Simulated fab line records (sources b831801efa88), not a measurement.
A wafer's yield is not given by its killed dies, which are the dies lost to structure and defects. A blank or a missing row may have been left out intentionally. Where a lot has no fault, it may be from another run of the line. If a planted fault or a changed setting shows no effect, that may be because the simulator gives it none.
Comparing a struck lot with a sound one ; flow sky130 ; 14 steps out of a route of 708
Sound: these wafers, L687.3, L687.4, L687.5. Struck: wafers L699.3, L699.5, L699.6. The cause is named last.
For every step that has rows: the tool of each side, followed by ch and its chambers, followed by its first start. Under that, the readings that differ: sound wafers ; struck wafers ; difference of the means ; sigmas: that difference in standard deviations of wafers without a fault.
alike: words and numbers the same on both sides, and readings whose means are apart by under 2 such deviations; not compared: readings that were withheld, readings missing a value for some wafer, numbers with overlapping values and no deviation given by the record, and bounds like >300 which may hide the same value.
Wherever a step has rows on one side only, a row that says differs or no value, or a row with sigmas, the two part there. When numbers do not overlap yet have no deviation, they are printed without sigmas and do not part them. Lack of a reading on every wafer of one side parts them only where that side has two or more wafers.

first, 1 step without rows for these wafers: SKY_POLY_CUT_DEVELOP_07 (develop time 60 s).
SKY_POLY_CUT_CD_MEAS_08: target cd 270 nm.
  struck on cdSem-01, day 32 02:37; sound on cdSem-01, day 28 12:01
reading;sound;struck;difference;sigmas
cdNm (nm);269.9 271.3 271.1;267.7 265.8 267.2;-3.9;-3
SKY_POLY_CUT_OVL_MEAS_09:
  struck on overlay-01, day 32 02:42; sound on overlay-02, day 28 12:07
reading;sound;struck;difference;sigmas
POLY_CUT_OVL (nm);13 11 4;-2 -2 0;-11;-2
SKY_POLY_CUT_ETCH_10: etches BARC in N2/H2, stops on SiO2, time 45.9 s, target depth 60 nm.
  sound on rieDiel-03 ch 0,1,2, day 28 12:08; struck on rieDiel-04 ch 0,1, day 32 02:43
  alike: biasW, drypumpMotorCurrentA, oesProductAu, rfFwdPowerW, throttleValvePct
  not compared: rfHoursCounterH
SKY_POLY_CUT_ETCH_11: etches Si3N4 in CF4/CH2F2/Ar, stops on poly-Si, time 42.5 s, target depth 60 nm.
  sound on rieDiel-03 ch 0,1,2, day 28 12:11; struck on rieDiel-04 ch 0,1, day 32 02:46
  alike: biasW, ch2f2FlowSccm, drypumpMotorCurrentA, oesProductAu, rfFwdPowerW, throttleValvePct
  not compared: rfHoursCounterH
SKY_POLY_CUT_STRIP_12: strips in O2/N2.
  sound on plasmaAsher-02 ch 0,1, day 28 12:16; struck on plasmaAsher-03 ch 0,1, day 32 02:50
  alike: drypumpMotorCurrentA, oesProductAu, stripTimeToEndpointS
  not compared: rfHoursCounterH
then, 6 steps without rows for these wafers: SKY_SD_P_DEHYDRATE_00 (time 60 s); SKY_SD_P_HMDS_01 (prime time 60 s); SKY_SD_P_COAT_02 (resist thk 1140 nm); SKY_SD_P_SOFTBAKE_03 (time 60 s); SKY_SD_P_EXPOSE_04 (exposes mask PSDM, target cd 380 nm); SKY_SD_P_PEB_05.
SKY_SD_P_DEVELOP_06: develop time 60 s.
  struck on lithoTrack-04, day 33 06:00; sound on lithoTrack-04 ch 0, day 29 16:06
  no value came back on the struck wafers for chillPlateTempC (C), developTimeS (s), developerTempC (C), exhaustPa (Pa); on the sound wafers chillPlateTempC (C) reads 22.95 22.86 22.98
SKY_SD_P_CD_MEAS_07: target cd 380 nm.
  struck on cdSem-01, day 33 06:08; sound on cdSem-01, day 29 16:14
reading;sound;struck;difference;sigmas
cdNm (nm);376.1 377.4 378.4;- - -;no value on the struck wafers;

== WHERE THEY PART ==
Last at SKY_SD_P_CD_MEAS_07 as far as this record goes, first at SKY_POLY_CUT_CD_MEAS_08.

WHY: what the simulator had put in
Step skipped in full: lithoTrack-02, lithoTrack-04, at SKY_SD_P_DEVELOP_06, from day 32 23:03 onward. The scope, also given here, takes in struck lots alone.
